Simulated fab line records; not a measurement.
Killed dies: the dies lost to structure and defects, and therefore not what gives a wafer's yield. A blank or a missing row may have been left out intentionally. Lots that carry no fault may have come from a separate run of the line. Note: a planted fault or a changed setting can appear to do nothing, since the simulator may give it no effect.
A struck lot beside a sound one + flow sky130 + 44 out of 708 route steps
Sound: these wafers, L749.1, L749.2, L749.4. Wafers L756.2, L756.3, L756.5 were the ones struck. The cause is named last.
At each step with rows: each side's tool, then ch and its chambers, then its first start. Under that, the readings that differ: sound wafers + struck wafers + difference of the means + sigmas: that difference in standard deviations of wafers without a fault.
alike: readings whose means differ by less than 2 such deviations, and words and numbers that are the same on both sides. not compared: withheld readings, readings that some wafer has no value for, bounds like >300 that may hide the same value, and numbers for which the record gives no deviation and whose values overlap.
Wherever a step has rows on one side only, a row that says differs or no value, or a row with sigmas, the two part there. Numbers that don't overlap but have no deviation are shown without sigmas and don't part them. A reading that every wafer of one side lacks parts them only if that side has two wafers or more.

first, 4 steps without rows for these wafers: SKY_LDD_LDN_SOFTBAKE_03 (time 60 s); SKY_LDD_LDN_EXPOSE_04 (exposes mask LDNTM, target cd 700 nm); SKY_LDD_LDN_PEB_05; SKY_LDD_LDN_DEVELOP_06 (develop time 60 s).
SKY_LDD_LDN_OVL_MEAS_07:
  sound: overlay-02 at day 22 17:22; struck: overlay-01 at day 25 14:35
  alike: LDD_LDN_OVL
then, 4 steps without rows for these wafers: SKY_LDD_LDN_IMPLANT_08; SKY_LDD_LDN_IMPLANT_09; SKY_LDD_LDN_IMPLANT_10; SKY_LDD_LDN_IMPLANT_11.
SKY_LDD_LDN_STRIP_12: strips in O2/N2.
  sound on plasma asher-03 ch 0,1, day 22 18:00; struck on plasma asher-01 ch 0, day 25 15:13
  alike: drypump motor current A, oes product au, strip time to endpoint s
  not compared: rf hours counter h
SKY_LDD_LDN_TW_MEAS_13:
  sound: film metro-01 at day 22 18:06; struck: film metro-03 at day 25 15:19
  alike: LDD_LDN_TW
then, 1 step without rows for these wafers: SKY_LDD_LDN_CLEAN_14 (cleans in SC1/SC2, time 150 s).
SKY_SPACER_CVD_00: deposits Si3N4 from DCS/NH3, target thk 43.1 nm, time 740 s.
  sound on lpcvd-02 ch 0, day 22 18:41; struck on lpcvd-02 ch 1, day 25 18:23
| reading                                  | sound             | struck            | difference | sigmas      |
|------------------------------------------|-------------------|-------------------|------------|-------------|
| pressure mtorr (mTorr)                   | 249.5 250.1 249.3 | 124.6 125.5 124.2 | -124.9     | -99 or more |
| model.Si3N4_of_SPACER_CVD_00.thk nm (nm) | 43.21 43.31 43.08 | 34.6 34.32 34.57  | -8.7       |             |
  alike: spike tc centre C, zone power centre pct
SKY_SPACER_THK_MEAS_01:
  sound: film metro-04 at day 22 19:53; struck: film metro-01 at day 25 19:37
| reading                | sound          | struck         | difference | sigmas |
|------------------------|----------------|----------------|------------|--------|
| SPACER_CVD_00_THK (nm) | 43.3 43.3 43.0 | 34.6 34.3 34.6 | -8.7       | -24    |
SKY_SPACER_ETCHBACK_02: etches Si3N4 in CH3F/O2, stops on SiO2, time 46.7 s, target depth 45 nm.
  sound on rie diel-02 ch 0,2,3, day 22 19:56; struck on rie diel-04 ch 0,2,3, day 25 19:40
| reading                  | sound             | struck            | difference | sigmas |
|--------------------------|-------------------|-------------------|------------|--------|
| oes product au (a.u.)    | 0.859 0.869 0.859 | 0.756 0.758 0.753 | -0.107     | -17    |
| model.etch.depth nm (nm) | 43.21 43.31 43.08 | 34.6 34.32 34.57  | -8.7       |        |
  alike: drypump motor current A, throttle valve pct
  not compared: rf hours counter h
then, 8 steps without rows for these wafers: SKY_POLY_CUT_DEHYDRATE_00 (time 60 s); SKY_POLY_CUT_HMDS_01 (prime time 60 s); SKY_POLY_CUT_COAT_02 (resist thk 60 nm); SKY_POLY_CUT_COAT_03 (resist thk 450 nm); SKY_POLY_CUT_SOFTBAKE_04 (time 90 s); SKY_POLY_CUT_EXPOSE_05 (exposes mask NPCM, target cd 270 nm); SKY_POLY_CUT_PEB_06; SKY_POLY_CUT_DEVELOP_07 (develop time 60 s).
SKY_POLY_CUT_CD_MEAS_08: target cd 270 nm.
  sound: cd sem-01 at day 24 02:16; struck: cd sem-01 at day 26 23:57
  alike: cd nm
SKY_POLY_CUT_OVL_MEAS_09:
  sound: overlay-02 at day 24 02:23; struck: overlay-01 at day 27 00:04
  alike: POLY_CUT_OVL
SKY_POLY_CUT_ETCH_10: etches BARC in N2/H2, stops on SiO2, time 45.9 s, target depth 60 nm.
  sound on rie diel-03 ch 0,2,3, day 24 02:25; struck on rie diel-01 ch 1,2, day 27 00:05
| reading                | sound                | struck               | difference | sigmas |
|------------------------|----------------------|----------------------|------------|--------|
| throttle valve pct (%) | 13.220 13.213 13.202 | 13.232 13.229 13.235 | +0.020     | +3     |
  alike: drypump motor current A, oes product au
  not compared: rf hours counter h
SKY_POLY_CUT_ETCH_11: etches Si3N4 in CF4/CH2F2/Ar, stops on poly-Si, time 42.5 s, target depth 60 nm.
  sound on rie diel-03 ch 0,2,3, day 24 02:28; struck on rie diel-01 ch 1,2, day 27 00:08
  alike: cf4 flow sccm, drypump motor current A, oes product au, throttle valve pct
  not compared: rf hours counter h
SKY_POLY_CUT_STRIP_12: strips in O2/N2.
  sound on plasma asher-01 ch 0,1, day 24 02:30; struck on plasma asher-02 ch 0,1, day 27 00:10
  alike: drypump motor current A, oes product au, strip time to endpoint s
  not compared: rf hours counter h
then, 7 steps without rows for these wafers: SKY_SD_P_DEHYDRATE_00 (time 60 s); SKY_SD_P_HMDS_01 (prime time 60 s); SKY_SD_P_COAT_02 (resist thk 1140 nm); SKY_SD_P_SOFTBAKE_03 (time 60 s); SKY_SD_P_EXPOSE_04 (exposes mask PSDM, target cd 380 nm); SKY_SD_P_PEB_05; SKY_SD_P_DEVELOP_06 (develop time 60 s).
SKY_SD_P_CD_MEAS_07: target cd 380 nm.
  sound: cd sem-01 at day 25 07:46; struck: cd sem-01 at day 28 04:46
  alike: cd nm
SKY_SD_P_OVL_MEAS_08:
  sound: overlay-02 at day 25 07:53; struck: overlay-02 at day 28 04:52
  alike: SD_P_OVL
then, 1 step without rows for these wafers: SKY_SD_P_IMPLANT_09.
SKY_SD_P_STRIP_10: strips in O2/N2.
  sound on plasma asher-04 ch 0,1, day 25 08:05; struck on plasma asher-03 ch 0,1, day 28 05:03
| reading                     | sound       | struck      | difference | sigmas |
|-----------------------------|-------------|-------------|------------|--------|
| drypump motor current A (A) | 5.8 6.2 6.2 | 5.1 5.7 5.2 | -0.7       | -2     |
  alike: oes product au, strip time to endpoint s
  not compared: rf hours counter h
SKY_SD_P_TW_MEAS_11:
  sound: film metro-02 at day 25 08:11; struck: film metro-03 at day 28 05:10
  alike: SD_P_TW
then, 2 steps without rows for these wafers: SKY_RES_XHIGH_DEHYDRATE_00 (time 60 s); SKY_RES_XHIGH_HMDS_01 (prime time 60 s).
-- the record jumps here: 2 days lie between the struck wafers' starts before and after (it left off in module RES_XHIGH and takes up again in module SALICIDE, whose first step shown is number 361 of the route) --
SKY_SALICIDE_CLEAN_00: cleans in HF-last, time 30 s.
  sound on wet bench-04 ch 0, day 27 18:52; struck on wet bench-01 ch 3, day 30 14:19
| reading                                  | sound             | struck           | difference | sigmas |
|------------------------------------------|-------------------|------------------|------------|--------|
| model.Si3N4_of_SPACER_CVD_00.thk nm (nm) | 42.22 42.32 42.09 | 33.63 33.36 33.6 | -8.68      |        |
-- the record jumps here: 17 days lie between the struck wafers' starts before and after (it left off in module SALICIDE and takes up again in module PAD_OPEN, whose first step shown is number 708 of the route) --
SKY_PAD_OPEN_PROBE_99:
  sound: prober-01 at day 45 14:50; struck: prober-02 at day 47 17:50
| reading                                 | sound             | struck            | difference | sigmas |
|-----------------------------------------|-------------------|-------------------|------------|--------|
| model.etest.pfet_01v8.r on ohm um       | 2871 2868 2878    | 2569 2645 2626    | -259       |        |
| model.etest.nfet g5v0d10v5.r on ohm um  | 1860 1874 1891    | 1780 1790 1812    | -81        |        |
| model.etest.sonos uncharged.r on ohm um | 803.2 812.5 814.3 | 751.1 769.6 749   | -53.4      |        |
| model.etest.pfet_01v8.drive ua um       | 193.1 196.4 191.8 | 220.2 214.4 211.7 | +21.7      |        |
| model.etest.pfet_01v8_hvt.drive ua um   | 145.3 145.5 144.2 | 165.6 162 159.9   | +17.5      |        |
| model.etest.sram pfet latch.drive ua um | 146.3 146.3 146.7 | 160.6 156.4 161.7 | +13.1      |        |
| model.etest.pfet_01v8_mvt.drive ua um   | 151.9 151.7 150.9 | 162.1 159.3 157.5 | +8.1       |        |
| model.etest.pfet_01v8_lvt.drive ua um   | 176.1 177.7 175.8 | 187.7 184.7 182.1 | +8.3       |        |
  alike: killed_at_M0_to_M3, killed_at_M4_up, killed at contacts, killed at front end, killed at other, killed dies, killed on rim, killed open, killed short

== WHERE THEY PART ==
First at SKY_SPACER_CVD_00; last, within this record, at SKY_SD_P_STRIP_10. Later steps at which nothing parts them and some readings are alike: SKY_SD_P_TW_MEAS_11, SKY_PAD_OPEN_PROBE_99.

WHY: the cause the simulator had injected
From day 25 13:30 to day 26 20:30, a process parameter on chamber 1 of lpcvd-02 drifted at SKY_SPACER_CVD_00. From 250, the setting pressure mtorr moved by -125. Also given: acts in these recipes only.
